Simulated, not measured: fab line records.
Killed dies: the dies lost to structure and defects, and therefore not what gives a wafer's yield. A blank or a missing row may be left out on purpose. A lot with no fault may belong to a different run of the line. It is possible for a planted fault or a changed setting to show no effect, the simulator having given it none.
A sampling plan put to the test :: flow gf180mcu :: each of the 55 faults these records tell of, on one fab line, judged from the records of the lots it struck
What counts as the plan is the set of the line's own looks, namely the steps on the route at which a gauge or an inspection reads a wafer and does not change it. A look is open to judgement when struck wafers have a number at it and the file gives its usual mean and standard deviation on fault-free wafers. Caught: a look later than the fault's first step finds the struck wafers' mean 4 or more of those standard deviations (sigma) from the usual mean. On the tool: the identical test, applied to the tool's own readings at the steps of the fault. Also counted as caught: the struck wafers showing another recipe, or a record that is empty for them alone.

THE FAULTS, as the simulator had put them in
1. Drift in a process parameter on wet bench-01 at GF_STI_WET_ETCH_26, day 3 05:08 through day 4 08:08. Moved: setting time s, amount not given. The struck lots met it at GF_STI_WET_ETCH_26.
2. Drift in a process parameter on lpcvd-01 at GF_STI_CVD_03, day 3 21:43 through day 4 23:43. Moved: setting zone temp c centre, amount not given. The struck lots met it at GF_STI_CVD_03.
3. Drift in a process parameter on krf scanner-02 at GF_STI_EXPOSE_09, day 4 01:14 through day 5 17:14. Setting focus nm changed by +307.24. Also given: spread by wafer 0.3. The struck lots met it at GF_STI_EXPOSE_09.
4. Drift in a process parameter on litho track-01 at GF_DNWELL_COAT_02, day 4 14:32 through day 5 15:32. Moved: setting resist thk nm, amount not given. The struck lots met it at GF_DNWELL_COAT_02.
5. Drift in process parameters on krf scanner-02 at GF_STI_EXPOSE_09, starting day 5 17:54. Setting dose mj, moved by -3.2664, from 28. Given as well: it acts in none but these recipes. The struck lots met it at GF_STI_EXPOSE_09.
6. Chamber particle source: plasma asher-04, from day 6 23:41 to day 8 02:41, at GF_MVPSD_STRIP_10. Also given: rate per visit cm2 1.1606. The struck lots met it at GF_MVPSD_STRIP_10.
7. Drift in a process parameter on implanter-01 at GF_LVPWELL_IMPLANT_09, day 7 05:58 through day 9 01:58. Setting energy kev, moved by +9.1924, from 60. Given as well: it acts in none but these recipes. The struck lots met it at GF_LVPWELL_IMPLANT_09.
8. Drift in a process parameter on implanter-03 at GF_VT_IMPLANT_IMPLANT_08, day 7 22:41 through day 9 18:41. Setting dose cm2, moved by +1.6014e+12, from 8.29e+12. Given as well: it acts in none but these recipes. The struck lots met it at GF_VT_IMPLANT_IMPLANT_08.
9. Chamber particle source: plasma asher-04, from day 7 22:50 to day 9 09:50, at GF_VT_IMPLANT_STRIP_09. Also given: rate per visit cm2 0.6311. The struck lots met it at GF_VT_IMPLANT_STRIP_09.
10. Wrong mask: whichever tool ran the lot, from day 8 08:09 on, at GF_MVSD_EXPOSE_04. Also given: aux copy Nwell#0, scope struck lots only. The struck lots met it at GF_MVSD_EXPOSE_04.
11. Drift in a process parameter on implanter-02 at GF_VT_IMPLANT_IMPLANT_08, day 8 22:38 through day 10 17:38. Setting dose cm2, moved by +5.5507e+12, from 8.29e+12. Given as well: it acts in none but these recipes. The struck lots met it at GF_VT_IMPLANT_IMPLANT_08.
12. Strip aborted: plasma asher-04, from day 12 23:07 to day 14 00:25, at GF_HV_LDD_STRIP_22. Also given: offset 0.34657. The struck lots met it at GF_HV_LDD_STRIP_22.
13. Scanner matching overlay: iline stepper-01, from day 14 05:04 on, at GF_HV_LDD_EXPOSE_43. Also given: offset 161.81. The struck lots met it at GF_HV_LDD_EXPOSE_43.
14. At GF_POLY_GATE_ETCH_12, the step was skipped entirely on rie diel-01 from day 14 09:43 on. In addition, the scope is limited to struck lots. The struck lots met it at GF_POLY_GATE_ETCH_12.
15. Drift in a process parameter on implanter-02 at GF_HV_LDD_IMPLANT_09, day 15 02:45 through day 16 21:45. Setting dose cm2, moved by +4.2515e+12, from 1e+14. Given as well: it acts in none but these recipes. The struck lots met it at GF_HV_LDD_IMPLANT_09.
16. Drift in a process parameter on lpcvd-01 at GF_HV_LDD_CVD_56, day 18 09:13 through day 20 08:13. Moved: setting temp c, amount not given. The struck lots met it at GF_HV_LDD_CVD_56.
17. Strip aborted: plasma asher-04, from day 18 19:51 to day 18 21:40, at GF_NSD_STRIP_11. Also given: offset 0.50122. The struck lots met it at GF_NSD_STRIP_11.
18. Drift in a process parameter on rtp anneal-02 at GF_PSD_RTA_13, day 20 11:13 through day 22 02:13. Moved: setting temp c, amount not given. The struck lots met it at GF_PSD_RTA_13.
19. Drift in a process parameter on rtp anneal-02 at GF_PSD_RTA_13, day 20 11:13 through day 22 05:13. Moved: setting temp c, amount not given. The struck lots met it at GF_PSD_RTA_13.
20. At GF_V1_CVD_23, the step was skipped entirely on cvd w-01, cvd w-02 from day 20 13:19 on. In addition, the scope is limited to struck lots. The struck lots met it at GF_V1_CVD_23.
21. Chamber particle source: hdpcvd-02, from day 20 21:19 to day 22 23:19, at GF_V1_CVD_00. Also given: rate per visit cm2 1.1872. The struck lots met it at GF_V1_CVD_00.
22. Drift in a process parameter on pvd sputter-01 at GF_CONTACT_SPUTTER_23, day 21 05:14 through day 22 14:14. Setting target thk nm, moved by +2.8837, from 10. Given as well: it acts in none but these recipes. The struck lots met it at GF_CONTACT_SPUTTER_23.
23. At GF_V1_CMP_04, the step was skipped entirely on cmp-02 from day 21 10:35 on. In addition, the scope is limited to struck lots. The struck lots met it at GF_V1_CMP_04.
24. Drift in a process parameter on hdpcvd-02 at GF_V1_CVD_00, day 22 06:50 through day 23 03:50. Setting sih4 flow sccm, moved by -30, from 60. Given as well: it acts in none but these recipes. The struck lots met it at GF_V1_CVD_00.
25. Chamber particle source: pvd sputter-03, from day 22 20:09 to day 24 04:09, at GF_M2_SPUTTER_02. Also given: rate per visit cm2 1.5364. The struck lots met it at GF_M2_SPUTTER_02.
26. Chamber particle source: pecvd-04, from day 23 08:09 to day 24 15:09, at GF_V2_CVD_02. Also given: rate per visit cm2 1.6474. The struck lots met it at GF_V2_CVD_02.
27. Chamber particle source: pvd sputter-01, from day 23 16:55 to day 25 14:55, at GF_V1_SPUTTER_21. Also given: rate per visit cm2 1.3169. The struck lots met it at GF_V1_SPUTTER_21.
28. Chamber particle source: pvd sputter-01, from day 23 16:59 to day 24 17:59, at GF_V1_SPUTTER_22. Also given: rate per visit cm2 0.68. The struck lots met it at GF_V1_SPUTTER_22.
29. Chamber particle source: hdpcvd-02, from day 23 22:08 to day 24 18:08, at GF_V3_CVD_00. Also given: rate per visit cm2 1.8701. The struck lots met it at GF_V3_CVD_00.
30. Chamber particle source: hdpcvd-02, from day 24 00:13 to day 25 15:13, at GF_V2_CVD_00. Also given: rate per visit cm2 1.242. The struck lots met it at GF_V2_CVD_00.
31. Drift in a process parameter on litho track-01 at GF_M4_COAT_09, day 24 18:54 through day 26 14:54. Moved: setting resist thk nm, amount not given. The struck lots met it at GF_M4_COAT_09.
32. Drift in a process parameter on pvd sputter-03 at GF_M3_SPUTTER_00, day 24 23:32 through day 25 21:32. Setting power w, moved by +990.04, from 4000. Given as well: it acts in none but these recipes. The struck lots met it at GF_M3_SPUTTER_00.
33. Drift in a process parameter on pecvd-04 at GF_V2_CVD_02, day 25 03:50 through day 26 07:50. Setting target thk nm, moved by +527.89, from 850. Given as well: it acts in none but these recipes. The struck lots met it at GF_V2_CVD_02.
34. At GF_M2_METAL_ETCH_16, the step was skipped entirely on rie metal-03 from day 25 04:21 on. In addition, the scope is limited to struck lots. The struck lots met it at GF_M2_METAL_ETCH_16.
35. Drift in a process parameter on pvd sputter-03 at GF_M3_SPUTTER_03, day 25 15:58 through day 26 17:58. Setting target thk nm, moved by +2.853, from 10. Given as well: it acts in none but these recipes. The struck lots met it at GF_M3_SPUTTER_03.
36. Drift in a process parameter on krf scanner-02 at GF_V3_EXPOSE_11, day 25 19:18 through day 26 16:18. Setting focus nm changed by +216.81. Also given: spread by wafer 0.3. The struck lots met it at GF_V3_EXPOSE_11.
37. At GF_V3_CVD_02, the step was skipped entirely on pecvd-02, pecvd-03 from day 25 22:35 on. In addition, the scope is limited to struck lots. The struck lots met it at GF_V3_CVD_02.
38. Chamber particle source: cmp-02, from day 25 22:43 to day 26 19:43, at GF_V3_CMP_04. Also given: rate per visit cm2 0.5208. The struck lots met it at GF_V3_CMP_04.
39. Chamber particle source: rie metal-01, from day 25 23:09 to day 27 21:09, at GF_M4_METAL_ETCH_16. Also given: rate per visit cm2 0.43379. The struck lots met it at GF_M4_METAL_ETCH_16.
40. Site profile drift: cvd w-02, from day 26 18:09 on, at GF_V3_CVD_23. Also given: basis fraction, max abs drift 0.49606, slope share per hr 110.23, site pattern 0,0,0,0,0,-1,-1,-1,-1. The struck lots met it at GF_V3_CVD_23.
41. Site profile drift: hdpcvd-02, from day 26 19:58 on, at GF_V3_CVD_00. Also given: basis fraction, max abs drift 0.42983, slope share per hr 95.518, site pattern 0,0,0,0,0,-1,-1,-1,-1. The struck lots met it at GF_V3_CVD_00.
42. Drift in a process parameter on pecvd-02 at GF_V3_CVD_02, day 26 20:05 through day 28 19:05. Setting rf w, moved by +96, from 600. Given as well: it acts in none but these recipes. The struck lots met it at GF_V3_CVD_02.
43. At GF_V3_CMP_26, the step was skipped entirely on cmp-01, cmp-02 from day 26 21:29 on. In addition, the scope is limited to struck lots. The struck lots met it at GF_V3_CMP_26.
44. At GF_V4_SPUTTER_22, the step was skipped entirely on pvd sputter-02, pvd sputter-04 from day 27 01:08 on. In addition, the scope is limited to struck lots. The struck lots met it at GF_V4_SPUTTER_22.
45. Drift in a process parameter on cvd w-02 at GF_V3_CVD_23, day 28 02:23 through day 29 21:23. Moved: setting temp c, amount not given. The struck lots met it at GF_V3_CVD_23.
46. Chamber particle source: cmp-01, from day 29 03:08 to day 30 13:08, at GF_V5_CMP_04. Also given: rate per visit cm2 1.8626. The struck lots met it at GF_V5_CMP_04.
47. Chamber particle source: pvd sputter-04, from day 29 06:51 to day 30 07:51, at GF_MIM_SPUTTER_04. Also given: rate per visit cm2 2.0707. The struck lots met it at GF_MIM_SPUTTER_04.
48. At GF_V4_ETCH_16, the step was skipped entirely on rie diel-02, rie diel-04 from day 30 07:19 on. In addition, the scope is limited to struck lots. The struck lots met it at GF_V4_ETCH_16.
49. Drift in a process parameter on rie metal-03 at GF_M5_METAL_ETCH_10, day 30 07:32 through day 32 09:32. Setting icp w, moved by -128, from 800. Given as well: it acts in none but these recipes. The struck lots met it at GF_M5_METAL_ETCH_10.
50. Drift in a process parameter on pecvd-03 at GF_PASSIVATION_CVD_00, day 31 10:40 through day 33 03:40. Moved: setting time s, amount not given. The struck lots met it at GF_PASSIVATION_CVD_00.
51. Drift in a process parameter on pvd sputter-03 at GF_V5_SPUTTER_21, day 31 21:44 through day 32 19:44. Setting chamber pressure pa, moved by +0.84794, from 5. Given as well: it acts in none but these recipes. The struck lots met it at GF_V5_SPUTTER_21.
52. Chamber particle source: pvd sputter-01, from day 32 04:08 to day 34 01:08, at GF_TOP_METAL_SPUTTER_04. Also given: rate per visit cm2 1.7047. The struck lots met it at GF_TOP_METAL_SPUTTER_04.
53. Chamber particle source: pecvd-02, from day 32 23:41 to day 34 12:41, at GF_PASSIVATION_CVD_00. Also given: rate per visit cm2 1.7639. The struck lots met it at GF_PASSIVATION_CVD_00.
54. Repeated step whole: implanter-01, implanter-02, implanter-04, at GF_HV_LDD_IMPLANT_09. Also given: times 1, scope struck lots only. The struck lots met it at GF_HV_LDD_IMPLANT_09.
55. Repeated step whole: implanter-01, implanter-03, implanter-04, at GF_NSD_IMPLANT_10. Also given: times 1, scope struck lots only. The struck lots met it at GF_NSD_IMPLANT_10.

WHAT THE PLAN SAW
fault: 1
on the tool itself: run length s -39 sigma
first look that catches it: no look after it can be judged
reading, sigma: -
median hours from its first step to that look: -
hours from the fault's start to the first struck lot there: -
judged looks passed uncaught: 0

fault: 2
on the tool itself: spike tc centre C -21 sigma
first look that catches it: GF_STI_THK_MEAS_04
reading, sigma: STI_CVD_03_THK -19
median hours from its first step to that look: 2.0
hours from the fault's start to the first struck lot there: 5
judged looks passed uncaught: 0

fault: 3
on the tool itself: exposure dose mJ cm2 -11 sigma
first look that catches it: GF_STI_CD_MEAS_12
reading, sigma: cd nm -8.2
median hours from its first step to that look: 6.8
hours from the fault's start to the first struck lot there: 24
judged looks passed uncaught: 0

fault: 4
on the tool itself: no reading that can be judged
first look that catches it: GF_NWELL_TW_MEAS_11
reading, sigma: NWELL_TW +22
median hours from its first step to that look: 22.4
hours from the fault's start to the first struck lot there: 24
judged looks passed uncaught: 0

fault: 5
on the tool itself: exposure dose mJ cm2 -21 sigma
first look that catches it: GF_STI_CD_MEAS_12
reading, sigma: cd nm +17
median hours from its first step to that look: 7.3
hours from the fault's start to the first struck lot there: 16
judged looks passed uncaught: 0

fault: 6
on the tool itself: under 2 sigma
first look that catches it: not the one look that can be judged after it
reading, sigma: -
median hours from its first step to that look: -
hours from the fault's start to the first struck lot there: -
judged looks passed uncaught: 1

fault: 7
on the tool itself: beam energy keV +99 or beyond sigma
first look that catches it: GF_VT_IMPLANT_RS_MEAS_48
reading, sigma: LVPWELL_RS +4.3
median hours from its first step to that look: 110.9
hours from the fault's start to the first struck lot there: 118
judged looks passed uncaught: 1

fault: 8
on the tool itself: dose ions cm2 +99 or beyond sigma
first look that catches it: GF_VT_IMPLANT_TW_MEAS_10
reading, sigma: VT_IMPLANT_TW +8.4
median hours from its first step to that look: 0.2
hours from the fault's start to the first struck lot there: 7
judged looks passed uncaught: 0

fault: 9
on the tool itself: under 2 sigma
first look that catches it: not the one look that can be judged after it
reading, sigma: -
median hours from its first step to that look: -
hours from the fault's start to the first struck lot there: -
judged looks passed uncaught: 1

fault: 10
on the tool itself: under 2 sigma
first look that catches it: GF_MVSD_TW_MEAS_11
reading, sigma: MVSD_TW -91
median hours from its first step to that look: 8.6
hours from the fault's start to the first struck lot there: 12
judged looks passed uncaught: 0

fault: 11
on the tool itself: dose ions cm2 +99 or beyond sigma
first look that catches it: GF_VT_IMPLANT_TW_MEAS_10
reading, sigma: VT_IMPLANT_TW +23
median hours from its first step to that look: 0.2
hours from the fault's start to the first struck lot there: 2
judged looks passed uncaught: 0

fault: 12
on the tool itself: oes product au +49 sigma
first look that catches it: no look after it can be judged
reading, sigma: -
median hours from its first step to that look: -
hours from the fault's start to the first struck lot there: -
judged looks passed uncaught: 0

fault: 13
on the tool itself: no reading that can be judged
first look that catches it: GF_HV_LDD_OVL_MEAS_47
reading, sigma: HV_LDD_03_OVL +99 or beyond
median hours from its first step to that look: 10.7
hours from the fault's start to the first struck lot there: 15
judged looks passed uncaught: 0

fault: 14
on the tool itself: the tool's record is blank for the struck wafers
first look that catches it: no look after it can be judged
reading, sigma: -
median hours from its first step to that look: -
hours from the fault's start to the first struck lot there: -
judged looks passed uncaught: 0

fault: 15
on the tool itself: dose ions cm2 +47 sigma
first look that catches it: GF_HV_LDD_RS_MEAS_53
reading, sigma: HV_LDD_RS -7.4
median hours from its first step to that look: 69.2
hours from the fault's start to the first struck lot there: 71
judged looks passed uncaught: 0

fault: 16
on the tool itself: spike tc lower C +11 sigma
first look that catches it: GF_HV_LDD_THK_MEAS_57
reading, sigma: HV_LDD_CVD_56_THK +35
median hours from its first step to that look: 1.4
hours from the fault's start to the first struck lot there: 4
judged looks passed uncaught: 0

fault: 17
on the tool itself: under 2 sigma
first look that catches it: GF_PSD_TW_MEAS_11
reading, sigma: PSD_TW -99 or beyond
median hours from its first step to that look: 24.4
hours from the fault's start to the first struck lot there: 26
judged looks passed uncaught: 0

fault: 18
on the tool itself: wafer_temp_C_max -8.1 sigma
first look that catches it: GF_PSD_RS_MEAS_14
reading, sigma: NSD_RS +17
median hours from its first step to that look: 0.1
hours from the fault's start to the first struck lot there: 3
judged looks passed uncaught: 0

fault: 19
on the tool itself: under 2 sigma
first look that catches it: GF_PSD_RS_MEAS_14
reading, sigma: NSD_RS -22
median hours from its first step to that look: 0.1
hours from the fault's start to the first struck lot there: 3
judged looks passed uncaught: 0

fault: 20
on the tool itself: the tool's record is blank for the struck wafers
first look that catches it: GF_V1_RS_MEAS_24
reading, sigma: V1_W_RS +99 or beyond
median hours from its first step to that look: 0.1
hours from the fault's start to the first struck lot there: 2
judged looks passed uncaught: 0

fault: 21
on the tool itself: no reading that can be judged
first look that catches it: none of the 2 looks that can be judged after it
reading, sigma: -
median hours from its first step to that look: -
hours from the fault's start to the first struck lot there: -
judged looks passed uncaught: 2

fault: 22
on the tool itself: under 2 sigma
first look that catches it: no look after it can be judged
reading, sigma: -
median hours from its first step to that look: -
hours from the fault's start to the first struck lot there: -
judged looks passed uncaught: 0

fault: 23
on the tool itself: the tool's record is blank for the struck wafers
first look that catches it: no look after it can be judged
reading, sigma: -
median hours from its first step to that look: -
hours from the fault's start to the first struck lot there: -
judged looks passed uncaught: 0

fault: 24
on the tool itself: sih4 flow sccm -99 or beyond sigma
first look that catches it: GF_V1_THK_MEAS_01
reading, sigma: V1_CVD_00_THK -39
median hours from its first step to that look: 0.1
hours from the fault's start to the first struck lot there: 5
judged looks passed uncaught: 0

fault: 25
on the tool itself: under 2 sigma
first look that catches it: none of the 2 looks that can be judged after it
reading, sigma: -
median hours from its first step to that look: -
hours from the fault's start to the first struck lot there: -
judged looks passed uncaught: 2

fault: 26
on the tool itself: under 2 sigma
first look that catches it: none of the 2 looks that can be judged after it
reading, sigma: -
median hours from its first step to that look: -
hours from the fault's start to the first struck lot there: -
judged looks passed uncaught: 2

fault: 27
on the tool itself: under 2 sigma
first look that catches it: none of the 2 looks that can be judged after it
reading, sigma: -
median hours from its first step to that look: -
hours from the fault's start to the first struck lot there: -
judged looks passed uncaught: 2

fault: 28
on the tool itself: under 2 sigma
first look that catches it: no look after it can be judged
reading, sigma: -
median hours from its first step to that look: -
hours from the fault's start to the first struck lot there: -
judged looks passed uncaught: 0

fault: 29
on the tool itself: no reading that can be judged
first look that catches it: no look after it can be judged
reading, sigma: -
median hours from its first step to that look: -
hours from the fault's start to the first struck lot there: -
judged looks passed uncaught: 0

fault: 30
on the tool itself: no reading that can be judged
first look that catches it: none of the 2 looks that can be judged after it
reading, sigma: -
median hours from its first step to that look: -
hours from the fault's start to the first struck lot there: -
judged looks passed uncaught: 2

fault: 31
on the tool itself: no reading that can be judged
first look that catches it: GF_M4_CD_MEAS_14
reading, sigma: cd nm -5.0
median hours from its first step to that look: 11.2
hours from the fault's start to the first struck lot there: 17
judged looks passed uncaught: 0

fault: 32
on the tool itself: cathode dc power W +99 or beyond sigma
first look that catches it: no look after it can be judged
reading, sigma: -
median hours from its first step to that look: -
hours from the fault's start to the first struck lot there: -
judged looks passed uncaught: 0

fault: 33
on the tool itself: under 2 sigma
first look that catches it: GF_V2_THK_MEAS_03
reading, sigma: V2_CVD_02_THK +48
median hours from its first step to that look: 0.1
hours from the fault's start to the first struck lot there: 7
judged looks passed uncaught: 0

fault: 34
on the tool itself: the tool's record is blank for the struck wafers
first look that catches it: no look after it can be judged
reading, sigma: -
median hours from its first step to that look: -
hours from the fault's start to the first struck lot there: -
judged looks passed uncaught: 0

fault: 35
on the tool itself: under 2 sigma
first look that catches it: no look after it can be judged
reading, sigma: -
median hours from its first step to that look: -
hours from the fault's start to the first struck lot there: -
judged looks passed uncaught: 0

fault: 36
on the tool itself: no reading that can be judged
first look that catches it: not the one look that can be judged after it
reading, sigma: strongest: cd nm at GF_V3_CD_MEAS_14, +3.4
median hours from its first step to that look: -
hours from the fault's start to the first struck lot there: -
judged looks passed uncaught: 1

fault: 37
on the tool itself: the tool's record is blank for the struck wafers
first look that catches it: no look after it can be judged
reading, sigma: -
median hours from its first step to that look: -
hours from the fault's start to the first struck lot there: -
judged looks passed uncaught: 0

fault: 38
on the tool itself: under 2 sigma
first look that catches it: not the one look that can be judged after it
reading, sigma: -
median hours from its first step to that look: -
hours from the fault's start to the first struck lot there: -
judged looks passed uncaught: 1

fault: 39
on the tool itself: under 2 sigma
first look that catches it: not the one look that can be judged after it
reading, sigma: -
median hours from its first step to that look: -
hours from the fault's start to the first struck lot there: -
judged looks passed uncaught: 1

fault: 40
on the tool itself: under 2 sigma
first look that catches it: GF_V3_RS_MEAS_24
reading, sigma: V3_W_RS +39
median hours from its first step to that look: 0.1
hours from the fault's start to the first struck lot there: 1
judged looks passed uncaught: 0

fault: 41
on the tool itself: no reading that can be judged
first look that catches it: GF_V3_THK_MEAS_01
reading, sigma: V3_CVD_00_THK -16
median hours from its first step to that look: 0.1
hours from the fault's start to the first struck lot there: 1
judged looks passed uncaught: 0

fault: 42
on the tool itself: rf fwd power W +45 sigma
first look that catches it: none of the 2 looks that can be judged after it
reading, sigma: strongest: V3_CVD_02_THK at GF_V3_THK_MEAS_03, +3.7
median hours from its first step to that look: -
hours from the fault's start to the first struck lot there: -
judged looks passed uncaught: 2

fault: 43
on the tool itself: the tool's record is blank for the struck wafers
first look that catches it: no look after it can be judged
reading, sigma: -
median hours from its first step to that look: -
hours from the fault's start to the first struck lot there: -
judged looks passed uncaught: 0

fault: 44
on the tool itself: the tool's record is blank for the struck wafers
first look that catches it: no look after it can be judged
reading, sigma: -
median hours from its first step to that look: -
hours from the fault's start to the first struck lot there: -
judged looks passed uncaught: 0

fault: 45
on the tool itself: susceptor temp C +50 sigma
first look that catches it: GF_V3_RS_MEAS_24
reading, sigma: V3_W_RS -17
median hours from its first step to that look: 0.1
hours from the fault's start to the first struck lot there: 19
judged looks passed uncaught: 0

fault: 46
on the tool itself: under 2 sigma
first look that catches it: no look after it can be judged
reading, sigma: -
median hours from its first step to that look: -
hours from the fault's start to the first struck lot there: -
judged looks passed uncaught: 0

fault: 47
on the tool itself: under 2 sigma
first look that catches it: not the one look that can be judged after it
reading, sigma: -
median hours from its first step to that look: -
hours from the fault's start to the first struck lot there: -
judged looks passed uncaught: 1

fault: 48
on the tool itself: the tool's record is blank for the struck wafers
first look that catches it: no look after it can be judged
reading, sigma: -
median hours from its first step to that look: -
hours from the fault's start to the first struck lot there: -
judged looks passed uncaught: 0

fault: 49
on the tool itself: rf fwd power W -55 sigma
first look that catches it: no look after it can be judged
reading, sigma: -
median hours from its first step to that look: -
hours from the fault's start to the first struck lot there: -
judged looks passed uncaught: 0

fault: 50
on the tool itself: run length s -5.2 sigma
first look that catches it: not the one look that can be judged after it
reading, sigma: strongest: PASSIVATION_CVD_00_THK at GF_PASSIVATION_THK_MEAS_01, -2.8
median hours from its first step to that look: -
hours from the fault's start to the first struck lot there: -
judged looks passed uncaught: 1

fault: 51
on the tool itself: chamber pressure pa +76 sigma
first look that catches it: no look after it can be judged
reading, sigma: -
median hours from its first step to that look: -
hours from the fault's start to the first struck lot there: -
judged looks passed uncaught: 0

fault: 52
on the tool itself: under 2 sigma
first look that catches it: no look after it can be judged
reading, sigma: -
median hours from its first step to that look: -
hours from the fault's start to the first struck lot there: -
judged looks passed uncaught: 0

fault: 53
on the tool itself: under 2 sigma
first look that catches it: no look after it can be judged
reading, sigma: -
median hours from its first step to that look: -
hours from the fault's start to the first struck lot there: -
judged looks passed uncaught: 0

fault: 54
on the tool itself: no reading that can be judged
first look that catches it: GF_HV_LDD_TW_MEAS_11
reading, sigma: HV_LDD_TW +19
median hours from its first step to that look: 0.6
hours from the fault's start to the first struck lot there: -
judged looks passed uncaught: 0

fault: 55
on the tool itself: no reading that can be judged
first look that catches it: GF_PSD_RS_MEAS_14
reading, sigma: NSD_RS -65
median hours from its first step to that look: 24.0
hours from the fault's start to the first struck lot there: -
judged looks passed uncaught: 0
A dash: the fault is not caught, or the number is missing from these records.

Caught at a look: 23 of 55. Caught on the tool: 26 of 55. By one or the other: 37 of 55.
Faults caught by the tool alone: 1, 12, 14, 23, 32, 34, 37, 42, 43, 44, 48, 49, 50, 51.
Caught at a look alone: faults 4, 10, 13, 17, 19, 31, 33, 40, 41, 54, 55.
Caught by neither: faults 6, 9, 21, 22, 25, 26, 27, 28, 29, 30, 35, 36, 38, 39, 46, 47, 52, 53.

THINNER SAMPLING
In the worst case, this is how late the first struck lot would be measured if the look that catches a fault measured only every second or every third lot, by lot number:
fault: 2
struck lots at that look, in order of time: L744, L747
every lot: 5 h
every second lot: 19 h
every third lot: may miss all 2

fault: 3
struck lots at that look, in order of time: L559, L562
every lot: 24 h
every second lot: 39 h
every third lot: may miss all 2

fault: 4
struck lots at that look, in order of time: L603, L607
every lot: 24 h
every second lot: may miss all 2
every third lot: may miss all 2

fault: 5
struck lots at that look, in order of time: L237, L238
every lot: 16 h
every second lot: 19 h
every third lot: may miss all 2

fault: 7
struck lots at that look, in order of time: L659, L662, L663
every lot: 118 h
every second lot: 141 h
every third lot: may miss all 3

fault: 8
struck lots at that look, in order of time: L779, L783
every lot: 7 h
every second lot: may miss all 2
every third lot: may miss all 2

fault: 10
struck lots at that look, in order of time: L785
every lot: 12 h
every second lot: may miss it
every third lot: may miss it

fault: 11
struck lots at that look, in order of time: L620, L623
every lot: 2 h
every second lot: 21 h
every third lot: may miss all 2

fault: 13
struck lots at that look, in order of time: L687, L688
every lot: 15 h
every second lot: 20 h
every third lot: may miss all 2

fault: 15
struck lots at that look, in order of time: L209, L210
every lot: 71 h
every second lot: 80 h
every third lot: may miss all 2

fault: 16
struck lots at that look, in order of time: L429, L430
every lot: 4 h
every second lot: 20 h
every third lot: may miss all 2

fault: 17
struck lots at that look, in order of time: L931
every lot: 26 h
every second lot: may miss it
every third lot: may miss it

fault: 18
struck lots at that look, in order of time: L970, L971, L972
every lot: 3 h
every second lot: 19 h
every third lot: 22 h

fault: 19
struck lots at that look, in order of time: L203, L204
every lot: 3 h
every second lot: 19 h
every third lot: may miss all 2

fault: 20
struck lots at that look, in order of time: L855, L856
every lot: 2 h
every second lot: 11 h
every third lot: may miss all 2

fault: 24
struck lots at that look, in order of time: L508, L510
every lot: 5 h
every second lot: may miss all 2
every third lot: may miss all 2

fault: 31
struck lots at that look, in order of time: L404, L405
every lot: 17 h
every second lot: 22 h
every third lot: may miss all 2

fault: 33
struck lots at that look, in order of time: L184, L185
every lot: 7 h
every second lot: 12 h
every third lot: may miss all 2

fault: 40
struck lots at that look, in order of time: L624, L626
every lot: 1 h
every second lot: may miss all 2
every third lot: may miss all 2

fault: 41
struck lots at that look, in order of time: L293, L295
every lot: 1 h
every second lot: may miss all 2
every third lot: may miss all 2

fault: 45
struck lots at that look, in order of time: L536, L537
every lot: 19 h
every second lot: 23 h
every third lot: may miss all 2
Hours: fault start to first struck lot measured. The test against the limit of 4 sigma pooled every struck wafer, which means one lot taken alone may stay below that limit. Other struck lots may not be in these records.

THE LONGEST TIMED WAY FROM STEP TO LOOK
Fault 7: the median time between GF_LVPWELL_IMPLANT_09 and GF_VT_IMPLANT_RS_MEAS_48 is 110.9 hours. The look between them that can be judged stayed within 4 sigma: GF_VT_IMPLANT_RS_MEAS_47.
